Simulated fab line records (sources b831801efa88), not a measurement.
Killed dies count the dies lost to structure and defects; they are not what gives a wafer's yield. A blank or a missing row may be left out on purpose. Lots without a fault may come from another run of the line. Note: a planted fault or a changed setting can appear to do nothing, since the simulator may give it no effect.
Struck lot and sound lot, side by side :: flow sky130 :: 35 steps out of a route of 708
Sound: wafers L151.2, L151.3, L151.6. Struck: wafer L157.1 (left out: L157.5, L157.6 of the same lot, which were not struck); the cause appears at the end.
At each step with rows: each side's tool, then ch and its chambers, then its first start. Under that, the readings that differ: sound wafers :: struck wafers :: difference of the means :: sigmas: that difference in standard deviations of wafers without a fault.
alike: a reading whose means differ by less than 2 such deviations, as well as words and numbers matching on both sides. not compared: withheld readings; readings where some wafer has no value; bounds like >300 that might hide an equal value; numbers whose values overlap and for which the record gives no deviation.
The two part at a step that has a row with sigmas, a row that says differs or no value, or rows on one side only. When numbers do not overlap yet have no deviation, they are printed without sigmas and do not part them. A reading missing from all wafers of one side parts the sides only when that side holds two or more wafers.

first, 4 steps without rows for these wafers: SKY_METAL5_SOFTBAKE_10 (time 60 s); SKY_METAL5_EXPOSE_11 (exposes mask MM5, target cd 1600 nm); SKY_METAL5_PEB_12; SKY_METAL5_DEVELOP_13 (develop time 60 s).
SKY_METAL5_DESCUM_14: chemistry O2, time 11 s.
  sound on rie_metal-03 ch 0,1, day 45 17:08; struck on rie_metal-01 ch 1, day 47 17:01
reading: temp_c (C)
sound: 39.94 39.96 39.82
struck: 40.22
difference: +0.31
sigmas: +3
  alike: drypump_motor_current_A, oes_product_au, rf_fwd_power_W
  not compared: rf_hours_counter_h
then, 1 step without rows for these wafers: SKY_METAL5_METAL_ETCH_15 (etches the open film in Cl2/BCl3, stops on SiO2, target depth 1260 nm, time 252 s).
SKY_METAL5_STRIP_16: strips in O2/N2.
  sound on plasma_asher-04 ch 0,1, day 45 17:25; struck on plasma_asher-04 ch 0, day 47 17:17
  alike: drypump_motor_current_A, oes_product_au, strip_time_to_endpoint_s
  not compared: rf_hours_counter_h
then, 3 steps without rows for these wafers: SKY_METAL5_STRIP_17 (strips in post etch residue remover, time 1200 s); SKY_METAL5_CLEAN_18 (cleans in IPA, time 180 s); SKY_METAL5_CLEAN_19 (cleans in O3/DIW).
SKY_PASSIVATION_CVD_00: deposits SiO2, target thk 90 nm.
  sound on pecvd-01 ch 0,2, day 45 18:00; struck on pecvd-02 ch 1, day 47 17:59
  alike: heater_power_w, rf_fwd_power_W
SKY_PASSIVATION_THK_MEAS_01:
  sound: film_metro-03 at day 45 18:02; struck: film_metro-01 at day 47 18:01
  alike: PASSIVATION_CVD_00_THK
SKY_PASSIVATION_CVD_02: deposits Si3N4, target thk 540 nm.
  sound on pecvd-03 ch 0,2, day 45 18:05; struck on pecvd-01 ch 1, day 47 18:04
reading: heater_power_w (W)
sound: 733 573 595
struck: 852
difference: +218
sigmas: +3

reading: model.Si3N4_of_PASSIVATION_CVD_02.thk_nm (nm)
sound: 532.3 529.2 544.8
struck: 588.8
difference: +53.4
sigmas: 
  alike: rf_fwd_power_W
SKY_PASSIVATION_THK_MEAS_03:
  sound: film_metro-02 at day 45 18:19; struck: film_metro-01 at day 47 18:25
reading: PASSIVATION_CVD_02_THK (nm)
sound: 532 529 545
struck: 589
difference: +54
sigmas: +7
then, 7 steps without rows for these wafers: SKY_PASSIVATION_DEHYDRATE_04 (time 60 s); SKY_PASSIVATION_HMDS_05 (prime time 60 s); SKY_PASSIVATION_COAT_06 (resist thk 3000 nm); SKY_PASSIVATION_SOFTBAKE_07; SKY_PASSIVATION_EXPOSE_08 (exposes mask NSM, target cd 3000 nm); SKY_PASSIVATION_PEB_09; SKY_PASSIVATION_DEVELOP_10 (develop time 60 s).
SKY_PASSIVATION_ETCH_11: etches the open film in CF4/O2, stops on AlCu, target depth 725 nm, time 161.1 s.
  sound on rie_diel-01 ch 2,3, day 46 16:29; struck on rie_diel-01 ch 1, day 48 12:20
reading: oes_product_au (a.u.)
sound: 0.973 0.969 0.992
struck: 1.007
difference: +0.029
sigmas: +4

reading: rf_fwd_power_W (W)
sound: 799.8 800.0 800.7
struck: 793.6
difference: -6.6
sigmas: -3

reading: model.etch.depth_nm (nm)
sound: 697.2 692.8 713.1
struck: 745.3
difference: +44.3
sigmas: 

reading: model.PASSIVATION.feature_depth_nm (nm)
sound: 697.2 692.8 713.1
struck: 745.3
difference: +44.3
sigmas: 
  alike: drypump_motor_current_A, throttle_valve_pct
  not compared: rf_hours_counter_h
SKY_PASSIVATION_STRIP_12: strips in O2/N2.
  sound on plasma_asher-03 ch 0,1, day 46 16:35; struck on plasma_asher-02 ch 0, day 48 12:26
reading: strip_time_to_endpoint_s (s)
sound: 31.31 31.19 31.18
struck: 31.66
difference: +0.43
sigmas: +3
  alike: drypump_motor_current_A, oes_product_au
  not compared: rf_hours_counter_h
then, 7 steps without rows for these wafers: SKY_PAD_OPEN_DEHYDRATE_00 (time 60 s); SKY_PAD_OPEN_HMDS_01 (prime time 60 s); SKY_PAD_OPEN_COAT_02 (resist thk 3000 nm); SKY_PAD_OPEN_SOFTBAKE_03; SKY_PAD_OPEN_EXPOSE_04 (exposes mask PDM, target cd 60000 nm); SKY_PAD_OPEN_PEB_05; SKY_PAD_OPEN_DEVELOP_06 (develop time 60 s).
SKY_PAD_OPEN_ETCH_07: etches the open film in CF4/O2, stops on AlCu, target depth 725 nm, time 161.1 s.
  sound on rie_diel-04 ch 1,2, day 47 13:05; struck on rie_diel-02 ch 2, day 49 06:26
reading: oes_product_au (a.u.)
sound: 0.984 0.969 0.978
struck: 1.009
difference: +0.032
sigmas: +5

reading: rf_fwd_power_W (W)
sound: 792.7 799.6 791.8
struck: 801.3
difference: +6.6
sigmas: +3

reading: model.PAD_OPEN.feature_depth_nm (nm)
sound: 697.2 692.8 713.1
struck: 739
difference: +38
sigmas: 

reading: model.etch.depth_nm (nm)
sound: 697.2 692.8 713.1
struck: 739
difference: +38
sigmas: 
  alike: drypump_motor_current_A, throttle_valve_pct
  not compared: rf_hours_counter_h
SKY_PAD_OPEN_STRIP_08: strips in O2/N2.
  sound on plasma_asher-04 ch 0,1, day 47 13:11; struck on plasma_asher-03 ch 0, day 49 06:32
  alike: drypump_motor_current_A, oes_product_au, strip_time_to_endpoint_s
  not compared: rf_hours_counter_h
SKY_PAD_OPEN_STRIP_09: strips in post etch residue remover, time 1200 s.
  sound on wet_bench-04 ch 1, day 47 13:17; struck on wet_bench-04 ch 1, day 49 06:38
reading: model.Si3N4_of_PASSIVATION_CVD_02.thk_nm (nm)
sound: 531.9 528.9 544.5
struck: 588.5
difference: +53.4
sigmas: 
  alike: temp_c
then, 1 step without rows for these wafers: SKY_PAD_OPEN_CLEAN_10 (cleans in IPA, time 180 s).
SKY_PAD_OPEN_PROBE_99:
  sound: prober-01 at day 47 15:27; struck: prober-01 at day 49 08:47
reading: killed_at_front_end
sound: 14 20 15
struck: 29
difference: +13
sigmas: +2

reading: killed_open
sound: 52 51 54
struck: 67
difference: +15
sigmas: +2
  alike: defect_limited_yield, killed_at_M0_to_M3, killed_at_M4_up, killed_at_contacts, killed_at_other, killed_dies, killed_short, sort_bin_3_pad_short, sort_bin_5_function, sort_bin_6_memory, sort_n_pass, sort_yield_pct

WHERE THEY PART
Last at SKY_PAD_OPEN_PROBE_99 as far as this record goes, first at SKY_METAL5_DESCUM_14.

WHY: what had been put in by the simulator
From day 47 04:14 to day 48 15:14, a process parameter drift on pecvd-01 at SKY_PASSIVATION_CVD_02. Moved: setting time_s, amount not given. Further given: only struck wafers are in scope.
